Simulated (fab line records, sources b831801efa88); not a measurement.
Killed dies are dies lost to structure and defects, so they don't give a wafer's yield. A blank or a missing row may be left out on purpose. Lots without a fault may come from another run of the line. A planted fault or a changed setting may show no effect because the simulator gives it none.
Chamber matching | flow sky130 | SKY_SONOS_ONO_ETCH_15 on rie_diel-03: 4 sister chambers
The step etches the open film in CHF3/O2, target depth 19.52 nm, time 7.8 s. 18 wafers are shown with their chamber, then 9 later ones without.

WAFERS WITH THEIR CHAMBER
wafer  | chamber | drypump_motor_current_A (A) | throttle_valve_pct (%) | oes_product_au (a.u.)
L074.1 | 2       | 5.0                         | 8.829                  | 0.997
L074.2 | 1       | 5.4                         | 8.822                  | 1.000
L074.3 | 0       | 4.7                         | 8.817                  | 1.016
L075.3 | 3       | 6.4                         | 8.822                  | 1.013
L075.5 | 1       | 5.3                         | 8.820                  | 1.007
L075.6 | 0       | 4.7                         | 8.841                  | 1.013
L077.2 | 3       | 6.4                         | 8.823                  | 1.015
L077.4 | 1       | 5.3                         | 8.827                  | 0.985
L077.6 | 3       | 6.4                         | 8.825                  | 1.002
L079.2 | 3       | 6.4                         | 8.826                  | 0.982
L079.3 | 1       | 5.4                         | 8.823                  | 0.994
L079.5 | 3       | 6.4                         | 8.831                  | 0.993
L082.1 | 2       | 4.9                         | 8.830                  | 1.015
L082.2 | 3       | 6.4                         | 8.824                  | 1.007
L082.4 | 3       | 6.4                         | 8.827                  | 1.007
L087.1 | 0       | 4.7                         | 8.825                  | 0.995
L087.3 | 2       | 5.0                         | 8.829                  | 1.004
L087.6 | 2       | 4.9                         | 8.825                  | 1.002

SIGNATURES (means of the wafers above)
reading                 | chamber 0 | chamber 1 | chamber 2 | chamber 3 | scatter within a chamber
drypump_motor_current_A | 4.700     | 5.350     | 4.950     | 6.400     | 0.0378
throttle_valve_pct      | 8.82767   | 8.82300   | 8.82825   | 8.82543   | 0.0053
oes_product_au          | 1.00800   | 0.99650   | 1.00450   | 1.00271   | 0.0104
Rule: a wafer's distance from a chamber is the root of the sum, over the readings, of the square of ((its reading less the chamber's mean) divided by the reading's scatter). The wafer belongs to the nearest chamber; if the next one is less than 2 further off, it can't be placed. The scatter: the root of (the sum of the squares of (reading less its chamber's mean) over the shown wafers, divided by (wafers less chambers)).

WAFERS WITHOUT THEIR CHAMBER
wafer  | drypump_motor_current_A (A) | throttle_valve_pct (%) | oes_product_au (a.u.)
L088.3 | 5.4                         | 8.829                  | 0.999
L088.5 | 6.4                         | 8.831                  | 1.002
L088.6 | 4.9                         | 8.819                  | 1.006
L096.1 | 4.9                         | 8.812                  | 1.001
L096.2 | 4.7                         | 8.802                  | 0.996
L096.5 | 4.9                         | 8.820                  | 1.012
L097.1 | 5.3                         | 8.833                  | 0.997
L097.4 | 4.9                         | 8.820                  | 0.993
L097.5 | 5.3                         | 8.827                  | 0.996

WHICH CHAMBER EACH WENT THROUGH
wafer  | from the rows above | in truth
L088.3 | 1                   | 1
L088.5 | 3                   | 3
L088.6 | 2                   | 2
L096.1 | 2                   | 2
L096.2 | 0                   | 0
L096.5 | 2                   | 2
L097.1 | 1                   | 1
L097.4 | 2                   | 2
L097.5 | 1                   | 1
Placed correctly: 9 of 9. Can't be placed from these rows: 0. Placed wrongly: 0.
